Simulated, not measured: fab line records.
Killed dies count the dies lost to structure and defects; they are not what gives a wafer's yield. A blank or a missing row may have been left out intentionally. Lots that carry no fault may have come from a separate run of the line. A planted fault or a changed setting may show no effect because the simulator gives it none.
A lot that was struck, set against a sound lot / flow sky130 / 15 steps out of a route of 708
Sound: these wafers, L972.1, L972.4, L972.6. Wafers L973.1, L973.3, L973.5 were the ones struck. Last of all comes the cause.
Order at every step that has rows: each side's tool, ch and its chambers, its first start. Under that, the readings that differ: sound wafers / struck wafers / difference of the means / sigmas: that difference in standard deviations of wafers without a fault.
alike: same words and numbers on both sides, and readings whose means sit less than 2 such deviations apart. not compared: any withheld reading, any reading some wafer has no value for, any bound like >300 that may hide the same value, and any number with overlapping values for which the record gives no deviation.
The two part at a step that has a row with sigmas, a row that says differs or no value, or rows on one side only. Non-overlapping numbers with no deviation appear without sigmas and do not part them. A reading that every wafer of one side lacks parts them only if that side has two wafers or more.

first, 1 step without rows for these wafers: SKY_FIELD_ISO_CVD_03 (deposits Si3N4 from DCS/NH3, target thk 165 nm, time 2830 s).
SKY_FIELD_ISO_THK_MEAS_04:
  sound: film_metro-04 at day 4 08:41; struck: film_metro-04 at day 4 14:35
reading=FIELD_ISO_CVD_03_THK (nm); sound=167.7 167.7 168.1; struck=163.0 164.5 163.0; difference=-4.3; sigmas=-3
then, 8 steps without rows for these wafers: SKY_FIELD_ISO_DEHYDRATE_05 (time 60 s); SKY_FIELD_ISO_HMDS_06 (prime time 60 s); SKY_FIELD_ISO_COAT_07 (resist thk 60 nm); SKY_FIELD_ISO_COAT_08 (resist thk 450 nm); SKY_FIELD_ISO_SOFTBAKE_09 (time 90 s); SKY_FIELD_ISO_EXPOSE_10 (exposes mask FOM, target cd 150 nm); SKY_FIELD_ISO_PEB_11; SKY_FIELD_ISO_DEVELOP_12 (develop time 60 s).
SKY_FIELD_ISO_CD_MEAS_13: the cd target is 150 nm.
  sound: cd_sem-02 at day 5 01:58; struck: cd_sem-02 at day 5 07:19
reading=cd_nm (nm); sound=149.2 148.3 149.0; struck=153.1 151.8 152.6; difference=+3.7; sigmas=+3
SKY_FIELD_ISO_ETCH_14: etches BARC in N2/H2, stops on SiO2, time 45.9 s, target depth 60 nm.
  sound on rie_diel-01 ch 0,1, day 5 02:05; struck on rie_diel-04 ch 1,2, day 5 07:26
  alike: drypump_motor_current_A, n2_flow_sccm, oes_product_au, rf_fwd_power_W, throttle_valve_pct
  not compared: rf_hours_counter_h
SKY_FIELD_ISO_ETCH_15: etches the open film in CHF3/O2, stops on Si, target depth 180 nm, time 72 s.
  sound on rie_diel-01 ch 0,1, day 5 02:08; struck on rie_diel-04 ch 1,2, day 5 07:29
reading=oes_product_au (a.u.); sound=0.952 0.963 0.960; struck=0.935 0.941 0.939; difference=-0.020; sigmas=-3
reading=rf_fwd_power_W (W); sound=596.6 590.4 598.5; struck=497.2 505.2 495.5; difference=-95.9; sigmas=-40
reading=model.KrF-thick_of_FIELD_ISO_COAT_08.thk_nm (nm); sound=231 232.3 231.9; struck=245.9 240.7 249.1; difference=+13.5; sigmas=
  alike: drypump_motor_current_A, throttle_valve_pct
  not compared: rf_hours_counter_h
SKY_FIELD_ISO_STRIP_16: strips in O2/N2.
  sound on plasma_asher-04 ch 0,1, day 5 02:11; struck on plasma_asher-03 ch 1, day 5 07:32
reading=oes_product_au (a.u.); sound=0.373 0.369 0.370; struck=0.379 0.384 0.394; difference=+0.015; sigmas=+3
reading=strip_time_to_endpoint_s (s); sound=3.48 3.51 3.48; struck=3.64 3.58 3.66; difference=+0.14; sigmas=+4
  alike: drypump_motor_current_A, n2_flow_sccm
  not compared: rf_hours_counter_h
-- here the record skips 44 days between the struck wafers' starts before and after, leaving off in module FIELD_ISO and picking up in module PAD_OPEN (first step shown: number 708 of the route) --
SKY_PAD_OPEN_PROBE_99:
  sound: prober-02 at day 49 02:43; struck: prober-02 at day 49 08:59
  alike: killed_at_M0_to_M3, killed_at_M4_up, killed_at_contacts, killed_at_front_end, killed_at_other, killed_dies, killed_open, killed_short

WHERE THEY PART
At SKY_FIELD_ISO_THK_MEAS_04 first; at SKY_FIELD_ISO_STRIP_16 last (within this record only). Later steps at which nothing parts them and some readings are alike: SKY_PAD_OPEN_PROBE_99.

WHY: what had been put in by the simulator
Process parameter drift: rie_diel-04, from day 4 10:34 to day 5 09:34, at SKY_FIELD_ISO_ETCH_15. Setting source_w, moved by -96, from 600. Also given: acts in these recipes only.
